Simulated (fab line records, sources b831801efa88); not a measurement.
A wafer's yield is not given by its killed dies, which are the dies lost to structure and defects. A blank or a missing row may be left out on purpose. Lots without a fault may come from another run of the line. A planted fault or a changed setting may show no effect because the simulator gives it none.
fab line records | flow gf180mcu | part 1 of 2: steps 1 to 28 of 38
[record] lots = 5 | wafers = 15 | last_day = 33
route steps=602 shown V5@549 TOP_METAL@567
lots that met no fault: from a run of the same line without faults
start_h: the number of hours between the record's first day and the start of the first shown wafer of the lot | wait_h: hours from the lot's prior step to this one | " as in the row above | L1.1+2: a single row standing in for several wafers | - no value, or no start given | * or withheld: withheld | < > ~ a bound
route shown NAME@n: NAME is a module with steps in the file, n the number in the route of the first one | usual: mean/standard deviation taken from wafers without a fault | same: alike in all rows | chamber/n: place in a boat | sites: the reading at each site | _std_site: the standard deviation of these | _edge_site: the outer-site mean with the inner-site mean subtracted | radius_mm: for every site, how far away it sits from the centre of the wafer | mask NAME#n: copy n | behind: the last tool/chamber to shape the wafer | hold: reason for holding the lot/hours on hold/outcome of the hold | device: which transistor (n, p or np) failed to switch | end of line: at the end of the route, the tests of the same wafers | where a step has no rows: the recipe by itself | killed: not the wafer's yield, but the dies lost to structure and defects at the first sort | map: a wafer's dies, x killed, . not, _ none there
set.NAME: setting as actually run; set.NAME@STEP: the setting as run at that earlier step | model.NAME: the simulator's own value behind a step, which no gauge read
certain route steps with their lots: each step a table, each wafer a row
services: when a tool's chamber went out of use (start_h, in hours from the record's first day, below 0 if earlier), for how many hours, and the reason
[[steps]]
[step GF_V5_COAT_09]
[recipe] resist = KrF | spin_rpm = withheld | resist_thk_nm = 1000
lot.wafer  | tool           | chamber | start_h | wait_h
L076.4+5+6 | litho_track-04 | 0       | -       | -
L082.3+5+6 | litho_track-04 | 0       | -       | -
L086.4+5+6 | litho_track-03 | 0       | -       | -
L087.3+5+6 | litho_track-03 | 0       | -       | -
L093.1+3+5 | litho_track-03 | 0       | -       | -
[step GF_V5_SOFTBAKE_10]
[recipe] temp_c = 130 | time_s = 60 | resist = KrF
lot.wafer  | tool           | chamber | start_h | wait_h
L076.4+5+6 | litho_track-04 | 0       | -       | -
L082.3+5+6 | litho_track-04 | 0       | -       | -
L086.4+5+6 | litho_track-03 | 0       | -       | -
L087.3+5+6 | litho_track-03 | 0       | -       | -
L093.1+3+5 | litho_track-03 | 0       | -       | -
[step GF_V5_EXPOSE_11]
[recipe] mask_id = Via5 | target_cd_nm = 260 | na = 0.68 | source_shape = conventional | sigma_outer = 0.6 | dose_mj = 38
lot.wafer  | tool           | chamber | start_h | wait_h | mask
L076.4+5+6 | krf_scanner-01 | 0       | -       | -      | Via5#0
L082.3+5+6 | krf_scanner-02 | 0       | -       | -      | Via5#0
L086.4+5+6 | krf_scanner-02 | 0       | -       | -      | Via5#0
L087.3+5+6 | krf_scanner-02 | 0       | -       | -      | Via5#0
L093.1+3+5 | krf_scanner-02 | 0       | -       | -      | Via5#0
[step GF_V5_PEB_12]
[recipe] peb_temp_c = 135 | peb_time_s = 90 | resist = KrF
lot.wafer  | tool           | chamber | start_h | wait_h
L076.4+5+6 | litho_track-02 | 0       | -       | -
L082.3+5+6 | litho_track-04 | 0       | -       | -
L086.4+5+6 | litho_track-03 | 0       | -       | -
L087.3+5+6 | litho_track-03 | 0       | -       | -
L093.1+3+5 | litho_track-04 | 0       | -       | -
[step GF_V5_DEVELOP_13]
[recipe] develop_time_s = 60 | resist = KrF | dev_temp_c = 21
lot.wafer  | tool           | chamber | start_h | wait_h
L076.4+5+6 | litho_track-02 | 0       | 644.48  | 0.1
L082.3+5+6 | litho_track-04 | 0       | 695.30  | 0.1
L086.4+5+6 | litho_track-03 | 0       | 721.28  | 0.1
L087.3+5+6 | litho_track-03 | 0       | 725.21  | 0.1
L093.1+3+5 | litho_track-04 | 0       | 762.65  | 0.2
[step GF_V5_CD_MEAS_14]
[recipe] target_cd_nm = 260
[usual] cd_nm = 259.7/1.2
lot.wafer | tool      | chamber | start_h | wait_h | cd_nm
L076.4    | cd_sem-01 | -       | 644.62  | 0.1    | 259.1
L076.5    | "         | -       | "       | "      | 259.3
L076.6    | "         | -       | "       | "      | 258.9
L082.3    | cd_sem-02 | -       | 695.44  | 0.1    | 259.0
L082.5    | "         | -       | "       | "      | 259.5
L082.6    | "         | -       | "       | "      | 259.7
L086.4    | cd_sem-02 | -       | 721.42  | 0.1    | 260.5
L086.5    | "         | -       | "       | "      | 259.4
L086.6    | "         | -       | "       | "      | 259.0
L087.3    | cd_sem-02 | -       | 725.35  | 0.1    | 259.1
L087.5    | "         | -       | "       | "      | 258.2
L087.6    | "         | -       | "       | "      | 259.1
L093.1    | cd_sem-01 | -       | 762.80  | 0.1    | 261.4
L093.3    | "         | -       | "       | "      | 260.8
L093.5    | "         | -       | "       | "      | 262.2
[step GF_V5_OVL_MEAS_15]
[usual] V5_OVL = 3/5
lot.wafer | tool       | chamber | start_h | wait_h | V5_OVL[nm]
L076.4    | overlay-01 | -       | 644.70  | 0.1    | 5
L076.5    | "          | -       | "       | "      | 3
L076.6    | "          | -       | "       | "      | 5
L082.3    | overlay-02 | -       | 695.54  | 0.1    | 5
L082.5    | "          | -       | "       | "      | 1
L082.6    | "          | -       | "       | "      | 4
L086.4    | overlay-02 | -       | 721.50  | 0.1    | 7
L086.5    | "          | -       | "       | "      | 4
L086.6    | "          | -       | "       | "      | 7
L087.3    | overlay-02 | -       | 725.44  | 0.1    | 0
L087.5    | "          | -       | "       | "      | 12
L087.6    | "          | -       | "       | "      | 5
L093.1    | overlay-02 | -       | 762.92  | 0.1    | 12
L093.3    | "          | -       | "       | "      | 0
L093.5    | "          | -       | "       | "      | 5
[step GF_V5_ETCH_16]
[recipe] chemistry = N2/H2 | target_depth_a = withheld | overetch_a = withheld | time_s = withheld | target = BARC | ion_energy_ev = 200 | source_w = 500 | bias_w = 100 | pressure_mtorr = 30 | n2_flow_sccm = 100 | h2_flow_sccm = 200
[usual] chamber_pressure_mTorr = 29.999/0.027 | drypump_motor_current_A = 5.60/0.19 | oes_product_au = 0.854/0.0052 | throttle_valve_pct = 13.224/0.0088
lot.wafer | tool        | chamber | start_h | wait_h | chamber_pressure_mTorr | drypump_motor_current_A | oes_product_au | throttle_valve_pct
L076.4    | rie_diel-01 | 0       | 644.71  | 0.0    | 30.016                 | 5.44                    | 0.869          | 13.211
L076.5    | "           | 2       | "       | "      | 30.035                 | 5.59                    | 0.858          | 13.222
L076.6    | "           | 3       | "       | "      | 29.971                 | 5.95                    | 0.850          | 13.234
L082.3    | rie_diel-01 | 2       | 695.56  | 0.0    | 29.984                 | 5.61                    | 0.854          | 13.245
L082.5    | "           | 1       | "       | "      | 30.023                 | 5.78                    | 0.853          | 13.222
L082.6    | "           | 0       | "       | "      | 29.988                 | 5.42                    | 0.857          | 13.213
L086.4    | rie_diel-04 | 3       | 721.51  | 0.0    | 30.010                 | 5.74                    | 0.858          | 13.227
L086.5    | "           | 1       | "       | "      | 30.007                 | 5.71                    | 0.870          | 13.239
L086.6    | "           | 2       | "       | "      | 30.015                 | 5.24                    | 0.855          | 13.221
L087.3    | rie_diel-02 | 3       | 725.46  | 0.0    | 29.972                 | 5.56                    | 0.853          | 13.220
L087.5    | "           | 1       | "       | "      | 29.948                 | 5.56                    | 0.853          | 13.211
L087.6    | "           | 2       | "       | "      | 30.011                 | 5.43                    | 0.852          | 13.229
L093.1    | rie_diel-01 | 2       | 762.96  | 0.0    | 30.020                 | 5.60                    | 0.857          | 13.242
L093.3    | "           | 0       | "       | "      | 29.987                 | 5.44                    | 0.854          | 13.228
L093.5    | "           | 3       | "       | "      | 29.942                 | 5.94                    | 0.852          | 13.231
[step GF_V5_ETCH_17]
[recipe] chemistry = C4F8/O2/Ar | mask_material = KrF | target = SiO2 | stop_on = TiN | source_w = 1500 | bias_w = 1200 | pressure_mtorr = 40 | c4f8_flow_sccm = withheld | O2_flow_sccm = 6 | Ar_flow_sccm = 300 | time_s = withheld | target_depth_a = 8550
[usual] chamber_pressure_mTorr = 40.00/0.032 | oes_product_au = 0.860/0.0046
lot.wafer | tool        | chamber | start_h | wait_h | chamber_pressure_mTorr | oes_product_au
L076.4    | rie_diel-01 | 0       | -       | -      | 39.96                  | 0.860
L076.5    | "           | 2       | "       | "      | 39.98                  | 0.858
L076.6    | "           | 3       | "       | "      | 40.01                  | 0.861
L082.3    | rie_diel-01 | 2       | -       | -      | 39.98                  | 0.857
L082.5    | "           | 1       | "       | "      | 40.01                  | 0.867
L082.6    | "           | 0       | "       | "      | 39.97                  | 0.857
L086.4    | rie_diel-04 | 3       | -       | -      | 40.00                  | 0.853
L086.5    | "           | 1       | "       | "      | 40.05                  | 0.858
L086.6    | "           | 2       | "       | "      | 40.00                  | 0.864
L087.3    | rie_diel-02 | 3       | -       | -      | 39.98                  | 0.856
L087.5    | "           | 1       | "       | "      | 39.99                  | 0.859
L087.6    | "           | 2       | "       | "      | 39.96                  | 0.867
L093.1    | rie_diel-01 | 2       | -       | -      | 40.01                  | 0.857
L093.3    | "           | 0       | "       | "      | 40.04                  | 0.858
L093.5    | "           | 3       | "       | "      | 40.00                  | 0.859
[step GF_V5_STRIP_18]
[recipe] chemistry = O2/N2 | power_w = 1400 | pressure_mtorr = 1500 | platen_temp_c = 250 | o2_flow_sccm = 3000 | n2_flow_sccm = 300 | overash_fraction = 0.5
[usual] chamber_pressure_mTorr = 1500.0/1.3 | drypump_motor_current_A = 5.9/0.32 | heater_power_w = 337/19 | oes_product_au = 0.568/0.0049
lot.wafer | tool            | chamber | start_h | wait_h | chamber_pressure_mTorr | drypump_motor_current_A | heater_power_w | oes_product_au | rf_hours_counter_h
L076.4    | plasma_asher-03 | 1       | 644.90  | -      | 1501.4                 | 5.4                     | 341            | 0.565          | -
L076.5    | "               | 0       | "       | "      | 1501.1                 | 5.7                     | 323            | 0.568          | -
L076.6    | "               | 1       | "       | "      | 1499.2                 | 5.4                     | 340            | 0.569          | -
L082.3    | plasma_asher-02 | 0       | 695.75  | -      | 1501.6                 | 6.4                     | 322            | 0.565          | -
L082.5    | "               | 0       | "       | "      | 1502.9                 | 6.4                     | 315            | 0.569          | -
L082.6    | "               | 1       | "       | "      | 1502.2                 | 5.7                     | 343            | 0.576          | -
L086.4    | plasma_asher-02 | 1       | 721.70  | -      | 1499.8                 | 5.7                     | 358            | 0.566          | -
L086.5    | "               | 0       | "       | "      | 1501.7                 | 6.4                     | 313            | 0.563          | -
L086.6    | "               | 1       | "       | "      | 1502.0                 | 5.7                     | 346            | 0.570          | -
L087.3    | plasma_asher-01 | 1       | 725.65  | -      | 1498.7                 | 5.7                     | 362            | 0.562          | -
L087.5    | "               | 0       | "       | "      | 1500.6                 | 6.0                     | 307            | 0.568          | -
L087.6    | "               | 1       | "       | "      | 1500.7                 | 5.6                     | 348            | 0.571          | -
L093.1    | plasma_asher-02 | 0       | 763.11  | -      | 1499.0                 | 6.4                     | 324            | 0.574          | 65
L093.3    | "               | 0       | "       | "      | 1499.7                 | 6.3                     | 312            | 0.565          | -
L093.5    | "               | 1       | "       | "      | 1499.8                 | 5.7                     | 348            | 0.571          | -
[step GF_V5_STRIP_19]
[recipe] chemistry = post_etch_residue_remover | time_s = 1200 | temp_c = 72.5
[usual] temp_c = 72.52/0.12
lot.wafer | tool         | chamber | start_h | wait_h | temp_c
L076.4    | wet_bench-02 | 3       | 644.97  | 0.0    | 72.58
L076.5    | "            | 3       | "       | "      | 72.64
L076.6    | "            | 3       | "       | "      | 72.57
L082.3    | wet_bench-04 | 0       | 695.81  | 0.0    | 72.68
L082.5    | "            | 0       | "       | "      | 72.55
L082.6    | "            | 0       | "       | "      | 72.50
L086.4    | wet_bench-01 | 0       | 721.77  | 0.0    | 72.48
L086.5    | "            | 0       | "       | "      | 72.46
L086.6    | "            | 0       | "       | "      | 72.53
L087.3    | wet_bench-01 | 0       | 725.72  | 0.0    | 72.70
L087.5    | "            | 0       | "       | "      | 72.62
L087.6    | "            | 0       | "       | "      | 72.59
L093.1    | wet_bench-04 | 0       | 763.21  | 0.1    | 72.44
L093.3    | "            | 0       | "       | "      | 72.44
L093.5    | "            | 0       | "       | "      | 72.58
[step GF_V5_CLEAN_20]
[recipe] chemistry = DIW | dry = n2_spin
lot.wafer  | tool         | chamber | start_h | wait_h
L076.4+5+6 | wet_bench-04 | 3       | 645.31  | 0.0
L082.3+5+6 | wet_bench-01 | 0       | 696.19  | 0.0
L086.4+5+6 | wet_bench-02 | 3       | 722.14  | 0.0
L087.3+5+6 | wet_bench-04 | 2       | 726.09  | 0.0
L093.1+3+5 | wet_bench-01 | 0       | 763.90  | 0.0
[step GF_V5_SPUTTER_21]
[recipe] material = Ti | target_thk_nm = 15 | chamber_pressure_pa = 5 | power_w = 2500 | substrate_temp_c = 200 | time_s = 80.02
[usual] throttle_valve_pct = 29.8/1.2
lot.wafer | tool           | chamber | start_h | wait_h | throttle_valve_pct
L076.4    | pvd_sputter-01 | -       | 645.49  | 0.0    | 31.0
L076.5    | "              | -       | "       | "      | 30.2
L076.6    | "              | -       | "       | "      | 29.9
L082.3    | pvd_sputter-03 | -       | 696.28  | 0.0    | 31.5
L082.5    | "              | -       | "       | "      | 31.6
L082.6    | "              | -       | "       | "      | 27.6
L086.4    | pvd_sputter-03 | -       | 722.24  | 0.0    | 31.6
L086.5    | "              | -       | "       | "      | 27.5
L086.6    | "              | -       | "       | "      | 30.1
L087.3    | pvd_sputter-03 | -       | 726.18  | 0.0    | 31.6
L087.5    | "              | -       | "       | "      | 30.5
L087.6    | "              | -       | "       | "      | 31.2
L093.1    | pvd_sputter-03 | -       | 763.99  | 0.0    | 31.3
L093.3    | "              | -       | "       | "      | 29.7
L093.5    | "              | -       | "       | "      | 27.3
[step GF_V5_SPUTTER_22]
[recipe] material = TiN | target_thk_nm = 10 | chamber_pressure_pa = 5 | power_w = 4000 | time_s = 40
[usual] throttle_valve_pct = 29.8/1.2
lot.wafer | tool           | chamber | start_h | wait_h | throttle_valve_pct
L076.4    | pvd_sputter-01 | -       | 645.55  | 0.0    | 30.7
L076.5    | "              | -       | "       | "      | 30.1
L076.6    | "              | -       | "       | "      | 30.3
L082.3    | pvd_sputter-03 | -       | 696.34  | 0.0    | 31.6
L082.5    | "              | -       | "       | "      | 31.5
L082.6    | "              | -       | "       | "      | 27.5
L086.4    | pvd_sputter-03 | -       | 722.30  | 0.0    | 31.5
L086.5    | "              | -       | "       | "      | 27.5
L086.6    | "              | -       | "       | "      | 29.8
L087.3    | pvd_sputter-03 | -       | 726.24  | 0.0    | 31.6
L087.5    | "              | -       | "       | "      | 30.3
L087.6    | "              | -       | "       | "      | 31.2
L093.1    | pvd_sputter-03 | -       | 764.05  | 0.0    | 31.4
L093.3    | "              | -       | "       | "      | 29.8
L093.5    | "              | -       | "       | "      | 27.5
[step GF_V5_CVD_23]
[recipe] material = W | target_thk_nm = 350 | time_s = 104.9 | temp_c = 400 | pressure_torr = 40
[usual] heater_power_w = 867/180
lot.wafer | tool     | chamber | start_h | wait_h | heater_power_w
L076.4    | cvd_w-02 | 0       | 645.63  | 0.1    | 1113
L076.5    | "        | 1       | "       | "      | 747
L076.6    | "        | 0       | "       | "      | 1113
L082.3    | cvd_w-02 | 0       | 696.41  | 0.1    | 1117
L082.5    | "        | 1       | "       | "      | 776
L082.6    | "        | 0       | "       | "      | 1130
L086.4    | cvd_w-01 | 0       | 722.38  | 0.1    | 813
L086.5    | "        | 1       | "       | "      | 683
L086.6    | "        | 0       | "       | "      | 795
L087.3    | cvd_w-01 | 1       | 726.32  | 0.1    | 679
L087.5    | "        | 0       | "       | "      | 797
L087.6    | "        | 1       | "       | "      | 691
L093.1    | cvd_w-02 | 0       | 764.09  | 0.0    | 1093
L093.3    | "        | 0       | "       | "      | 1168
L093.5    | "        | 0       | "       | "      | 1139
[step GF_V5_RS_MEAS_24]
[recipe] thk_meas_gauge = four-point-probe | reads = W_of_V5_CVD_23+TiN_of_V5_SPUTTER_22+Ti_of_V5_SPUTTER_21
[usual] V5_W_RS = 0.324/0.0076
lot.wafer | tool          | chamber | start_h | wait_h | V5_W_RS[ohm/sq]
L076.4    | film_metro-03 | -       | 645.77  | 0.1    | 0.323
L076.5    | "             | -       | "       | "      | 0.314
L076.6    | "             | -       | "       | "      | 0.326
L082.3    | film_metro-02 | -       | 696.53  | 0.1    | 0.330
L082.5    | "             | -       | "       | "      | 0.311
L082.6    | "             | -       | "       | "      | 0.329
L086.4    | film_metro-02 | -       | 722.51  | 0.1    | 0.325
L086.5    | "             | -       | "       | "      | 0.338
L086.6    | "             | -       | "       | "      | 0.324
L087.3    | film_metro-03 | -       | 726.43  | 0.1    | 0.332
L087.5    | "             | -       | "       | "      | 0.325
L087.6    | "             | -       | "       | "      | 0.332
L093.1    | film_metro-03 | -       | 764.20  | 0.1    | 0.326
L093.3    | "             | -       | "       | "      | 0.323
L093.5    | "             | -       | "       | "      | 0.325
[step GF_V5_THK_MEAS_25]
[recipe] thk_meas_gauge = xrf | reads = W_of_V5_CVD_23
[usual] V5_W_THK = 357/8.5
lot.wafer | tool          | chamber | start_h | wait_h | V5_W_THK[nm]
L076.4    | film_metro-03 | -       | 645.86  | 0.1    | 359
L076.5    | "             | -       | "       | "      | 368
L076.6    | "             | -       | "       | "      | 354
L082.3    | film_metro-02 | -       | 696.63  | 0.1    | 349
L082.5    | "             | -       | "       | "      | 370
L082.6    | "             | -       | "       | "      | 351
L086.4    | film_metro-02 | -       | 722.60  | 0.1    | 360
L086.5    | "             | -       | "       | "      | 345
L086.6    | "             | -       | "       | "      | 359
L087.3    | film_metro-03 | -       | 726.53  | 0.1    | 348
L087.5    | "             | -       | "       | "      | 357
L087.6    | "             | -       | "       | "      | 352
L093.1    | film_metro-03 | -       | 764.32  | 0.1    | 351
L093.3    | "             | -       | "       | "      | 357
L093.5    | "             | -       | "       | "      | 352
[step GF_V5_CMP_26]
[recipe] stop_on = SiO2 | down_force_psi = 3.5 | platen_rpm = 60 | t_overpolish_s = 15 | target_thk_nm = 0 | pad_velocity_m_s = 0.94248
[usual] motor_current_A = 11.1/0.86 | overpolish_run_s = 15.000/0.0083 | slurry_flow_ml_min = 150.0/0.46 | time_to_endpoint_s = 86/3.4
lot.wafer | tool   | chamber | start_h | wait_h | motor_current_A | overpolish_run_s | slurry_flow_ml_min | time_to_endpoint_s
L076.4    | cmp-01 | 3       | 646.04  | 0.2    | 11.1            | 15.007           | 148.8              | 89
L076.6    | "      | 0       | "       | "      | 11.3            | 15.003           | 149.9              | 84
L076.5    | "      | 1       | "       | "      | 11.5            | 14.993           | 149.5              | 86
L082.3    | cmp-02 | 3       | 696.72  | 0.1    | 12.5            | 14.994           | 149.7              | 84
L082.5    | "      | 2       | "       | "      | 9.9             | 14.984           | 149.6              | 87
L082.6    | "      | 3       | "       | "      | 11.4            | 14.990           | 149.4              | 86
L086.4    | cmp-01 | 0       | 722.63  | 0.0    | 10.9            | 15.012           | 149.4              | 86
L086.5    | "      | 0       | "       | "      | 10.5            | 14.987           | 150.6              | 84
L086.6    | "      | 1       | "       | "      | 10.8            | 14.996           | 150.1              | 89
L087.3    | cmp-01 | 0       | 726.62  | 0.1    | 11.2            | 15.002           | 149.8              | 86
L087.5    | "      | 3       | "       | "      | 11.3            | 14.997           | 150.8              | 92
L087.6    | "      | 0       | "       | "      | 10.6            | 15.011           | 149.1              | 90
L093.1    | cmp-01 | 1       | 764.43  | 0.1    | 10.5            | 14.986           | 149.8              | 90
L093.3    | "      | 3       | "       | "      | 11.4            | 15.008           | 150.7              | 91
L093.5    | "      | 1       | "       | "      | 10.5            | 14.999           | 149.8              | 90
[step GF_TOP_METAL_SPUTTER_00]
[recipe] material = Ti | target_thk_nm = 37.5 | arriving_ion_energy_ev = 80 | substrate_temp_c = 200 | chamber_pressure_pa = 2 | power_w = 4000 | time_s = 150
[usual] throttle_valve_pct = 29.7/0.83
lot.wafer | tool           | chamber | start_h | wait_h | throttle_valve_pct
L076.4    | pvd_sputter-02 | -       | 646.24  | 0.1    | 29.9
L076.5    | "              | -       | "       | "      | 29.3
L076.6    | "              | -       | "       | "      | 28.9
L082.3    | pvd_sputter-01 | -       | 696.97  | 0.2    | 30.1
L082.5    | "              | -       | "       | "      | 29.9
L082.6    | "              | -       | "       | "      | 28.1
L086.4    | pvd_sputter-02 | -       | 722.93  | 0.2    | 30.9
L086.5    | "              | -       | "       | "      | 29.9
L086.6    | "              | -       | "       | "      | 30.8
L087.3    | pvd_sputter-02 | -       | 726.87  | 0.2    | 29.4
L087.5    | "              | -       | "       | "      | 30.1
L087.6    | "              | -       | "       | "      | 29.4
L093.1    | pvd_sputter-01 | -       | 764.68  | 0.2    | 30.0
L093.3    | "              | -       | "       | "      | 30.0
L093.5    | "              | -       | "       | "      | 30.5
[step GF_TOP_METAL_SPUTTER_01]
[recipe] material = TiN | target_thk_nm = 30 | power_w = 6500 | time_s = 25 | chamber_pressure_pa = 0.4
[usual] throttle_valve_pct = 29.8/0.83
lot.wafer | tool           | chamber | start_h | wait_h | throttle_valve_pct
L076.4    | pvd_sputter-02 | -       | 646.30  | 0.0    | 30.0
L076.5    | "              | -       | "       | "      | 29.5
L076.6    | "              | -       | "       | "      | 29.1
L082.3    | pvd_sputter-01 | -       | 697.07  | 0.1    | 30.0
L082.5    | "              | -       | "       | "      | 30.1
L082.6    | "              | -       | "       | "      | 28.5
L086.4    | pvd_sputter-02 | -       | 723.03  | 0.1    | 30.9
L086.5    | "              | -       | "       | "      | 30.1
L086.6    | "              | -       | "       | "      | 30.8
L087.3    | pvd_sputter-02 | -       | 726.97  | 0.1    | 29.3
L087.5    | "              | -       | "       | "      | 30.0
L087.6    | "              | -       | "       | "      | 29.5
L093.1    | pvd_sputter-01 | -       | 764.78  | 0.1    | 30.2
L093.3    | "              | -       | "       | "      | 30.4
L093.5    | "              | -       | "       | "      | 30.3
[step GF_TOP_METAL_SPUTTER_02]
[recipe] material = AlCu | target_thk_nm = 900 | power_w = 10600 | chamber_pressure_pa = 0.3 | substrate_temp_c = 250 | gas = Ar | time_s = 47.82
[usual] throttle_valve_pct = 29.7/0.84
lot.wafer | tool           | chamber | start_h | wait_h | throttle_valve_pct
L076.4    | pvd_sputter-02 | -       | 646.34  | 0.0    | 29.8
L076.5    | "              | -       | "       | "      | 29.4
L076.6    | "              | -       | "       | "      | 28.6
L082.3    | pvd_sputter-01 | -       | 697.10  | 0.0    | 30.2
L082.5    | "              | -       | "       | "      | 30.0
L082.6    | "              | -       | "       | "      | 28.0
L086.4    | pvd_sputter-02 | -       | 723.06  | 0.0    | 30.7
L086.5    | "              | -       | "       | "      | 30.1
L086.6    | "              | -       | "       | "      | 30.7
L087.3    | pvd_sputter-02 | -       | 727.00  | 0.0    | 29.3
L087.5    | "              | -       | "       | "      | 30.2
L087.6    | "              | -       | "       | "      | 29.5
L093.1    | pvd_sputter-01 | -       | 764.81  | 0.0    | 30.0
L093.3    | "              | -       | "       | "      | 30.1
L093.5    | "              | -       | "       | "      | 29.8
[step GF_TOP_METAL_SPUTTER_03]
[recipe] material = Ti | target_thk_nm = 5 | substrate_temp_c = 300 | chamber_pressure_pa = 0.3 | power_w = 3000 | time_s = 3.3
[usual] throttle_valve_pct = 29.8/0.86
lot.wafer | tool           | chamber | start_h | wait_h | throttle_valve_pct
L076.4    | pvd_sputter-02 | -       | 646.37  | 0.0    | 30.1
L076.5    | "              | -       | "       | "      | 29.3
L076.6    | "              | -       | "       | "      | 28.8
L082.3    | pvd_sputter-01 | -       | 697.14  | 0.0    | 30.1
L082.5    | "              | -       | "       | "      | 30.3
L082.6    | "              | -       | "       | "      | 28.4
L086.4    | pvd_sputter-02 | -       | 723.11  | 0.0    | 31.0
L086.5    | "              | -       | "       | "      | 30.0
L086.6    | "              | -       | "       | "      | 30.9
L087.3    | pvd_sputter-02 | -       | 727.05  | 0.0    | 29.3
L087.5    | "              | -       | "       | "      | 30.0
L087.6    | "              | -       | "       | "      | 29.3
L093.1    | pvd_sputter-01 | -       | 764.85  | 0.0    | 30.0
L093.3    | "              | -       | "       | "      | 30.2
L093.5    | "              | -       | "       | "      | 30.1
[step GF_TOP_METAL_SPUTTER_04]
[recipe] material = TiN | target_thk_nm = 25 | power_w = 6500 | time_s = 20.8 | chamber_pressure_pa = 0.4
[usual] throttle_valve_pct = 29.7/0.85
lot.wafer | tool           | chamber | start_h | wait_h | throttle_valve_pct
L076.4    | pvd_sputter-02 | -       | 646.39  | 0.0    | 30.1
L076.5    | "              | -       | "       | "      | 29.5
L076.6    | "              | -       | "       | "      | 28.8
L082.3    | pvd_sputter-01 | -       | 697.16  | 0.0    | 30.1
L082.5    | "              | -       | "       | "      | 30.2
L082.6    | "              | -       | "       | "      | 28.3
L086.4    | pvd_sputter-02 | -       | 723.12  | 0.0    | 30.7
L086.5    | "              | -       | "       | "      | 29.9
L086.6    | "              | -       | "       | "      | 30.8
L087.3    | pvd_sputter-02 | -       | 727.07  | 0.0    | 29.3
L087.5    | "              | -       | "       | "      | 30.2
L087.6    | "              | -       | "       | "      | 29.2
L093.1    | pvd_sputter-01 | -       | 764.87  | 0.0    | 30.0
L093.3    | "              | -       | "       | "      | 30.4
L093.5    | "              | -       | "       | "      | 30.1
[step GF_TOP_METAL_RS_MEAS_05]
[recipe] thk_meas_gauge = four-point-probe | reads = TiN_of_TOP_METAL_SPUTTER_04+Ti_of_TOP_METAL_SPUTTER_03+AlCu_of_TOP_METAL_SPUTTER_02+TiN_of_TOP_METAL_SPUTTER_01+Ti_of_TOP_METAL_SPUTTER_00
[usual] TOP_METAL_ALCU_RS = 0.0327/0.00033
lot.wafer | tool          | chamber | start_h | wait_h | TOP_METAL_ALCU_RS[ohm/sq]
L076.4    | film_metro-02 | -       | 646.47  | 0.1    | 0.0328
L076.5    | "             | -       | "       | "      | 0.0328
L076.6    | "             | -       | "       | "      | 0.0327
L082.3    | film_metro-03 | -       | 697.23  | 0.1    | 0.0331
L082.5    | "             | -       | "       | "      | 0.0332
L082.6    | "             | -       | "       | "      | 0.0333
L086.4    | film_metro-03 | -       | 723.23  | 0.1    | 0.0329
L086.5    | "             | -       | "       | "      | 0.0329
L086.6    | "             | -       | "       | "      | 0.0332
L087.3    | film_metro-03 | -       | 727.13  | 0.1    | 0.0332
L087.5    | "             | -       | "       | "      | 0.0336
L087.6    | "             | -       | "       | "      | 0.0335
L093.1    | film_metro-03 | -       | 764.90  | 0.0    | 0.0331
L093.3    | "             | -       | "       | "      | 0.0331
L093.5    | "             | -       | "       | "      | 0.0330
[step GF_TOP_METAL_THK_MEAS_06]
[recipe] thk_meas_gauge = xrf | reads = AlCu_of_TOP_METAL_SPUTTER_02
[usual] TOP_METAL_ALCU_THK = 902/10
lot.wafer | tool          | chamber | start_h | wait_h | TOP_METAL_ALCU_THK[nm]
L076.4    | film_metro-02 | -       | 646.56  | 0.1    | 890
L076.5    | "             | -       | "       | "      | 893
L076.6    | "             | -       | "       | "      | 897
L082.3    | film_metro-03 | -       | 697.33  | 0.1    | 897
L082.5    | "             | -       | "       | "      | 897
L082.6    | "             | -       | "       | "      | 889
L086.4    | film_metro-03 | -       | 723.32  | 0.1    | 896
L086.5    | "             | -       | "       | "      | 901
L086.6    | "             | -       | "       | "      | 890
L087.3    | film_metro-03 | -       | 727.23  | 0.1    | 888
L087.5    | "             | -       | "       | "      | 882
L087.6    | "             | -       | "       | "      | 885
L093.1    | film_metro-03 | -       | 765.02  | 0.1    | 892
L093.3    | "             | -       | "       | "      | 890
L093.5    | "             | -       | "       | "      | 898
[step GF_TOP_METAL_DEHYDRATE_07]
[recipe] temp_c = 200 | time_s = 60
lot.wafer  | tool           | chamber | start_h | wait_h
L076.4+5+6 | litho_track-04 | 0       | 655.83  | 9.3
L082.3+5+6 | litho_track-04 | 0       | 705.95  | 8.6
L086.4+5+6 | litho_track-01 | 0       | 731.08  | 7.8
L087.3+5+6 | litho_track-02 | 0       | 735.56  | 8.3
L093.1+3+5 | litho_track-01 | 0       | 772.31  | 7.3
[step GF_TOP_METAL_HMDS_08]
[recipe] prime_time_s = 60 | prime_temp_c = 120
lot.wafer  | tool           | chamber | start_h | wait_h
L076.4+5+6 | litho_track-04 | 0       | 655.98  | 0.1
L082.3+5+6 | litho_track-04 | 0       | 706.10  | 0.1
L086.4+5+6 | litho_track-01 | 0       | 731.23  | 0.1
L087.3+5+6 | litho_track-02 | 0       | 735.71  | 0.1
L093.1+3+5 | litho_track-01 | 0       | 772.46  | 0.1
[step GF_TOP_METAL_COAT_09]
[recipe] resist = NOVOLAK | spin_rpm = 3000 | resist_thk_nm = 1500
lot.wafer  | tool           | chamber | start_h | wait_h
L076.4+5+6 | litho_track-04 | 0       | 656.13  | 0.1
L082.3+5+6 | litho_track-04 | 0       | 706.25  | 0.1
L086.4+5+6 | litho_track-01 | 0       | 731.38  | 0.1
L087.3+5+6 | litho_track-02 | 0       | 735.86  | 0.1
L093.1+3+5 | litho_track-01 | 0       | 772.61  | 0.1
